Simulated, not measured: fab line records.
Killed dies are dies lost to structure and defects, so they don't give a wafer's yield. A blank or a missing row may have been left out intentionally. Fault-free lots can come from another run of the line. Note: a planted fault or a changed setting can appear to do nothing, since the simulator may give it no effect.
Chamber matching	flow sky130	SKY_VIA1_ETCH_14 on rie-diel-04 has 4 sister chambers
The step etches BARC in N2/H2, stops on SiO2, time 45.9 s, target depth 60 nm. 4 wafers are shown with their chamber, then 7 later ones without.

## WAFERS, EACH WITH ITS CHAMBER
wafer	chamber	drypump-motor-current-A (A)
L970.6	3	5.63
L971.6	2	6.04
L972.1	0	5.87
L972.2	1	6.11

## WAFERS WITH NO CHAMBER GIVEN
wafer	drypump-motor-current-A (A)
L972.5	5.87
L975.3	6.13
L975.4	6.01
L975.5	6.14
L978.2	6.03
L978.3	5.64
L978.5	6.02

## EACH ONE'S CHAMBER
wafer	from the rows above	in truth
L972.5	0	0
L975.3	1	1
L975.4	2	2
L975.5	1	1
L978.2	2	2
L978.3	3	3
L978.5	2	2
Correctly placed: 7 of 7. Left unplaced by these rows: 0. 0 placed wrongly.
How it was worked out, from the rows above alone: a wafer's distance from a chamber is the root of the sum, over the readings, of the square of ((its reading less the chamber's mean) divided by the reading's scatter). If the next closest chamber is less than 2 further off than the closest, the wafer can't be placed; otherwise it belongs to the closest. A chamber's mean is the mean of its shown wafers. The scatter: with one shown wafer a chamber, the root of the mean of the squares of how far each hidden wafer lies from its nearest shown one.
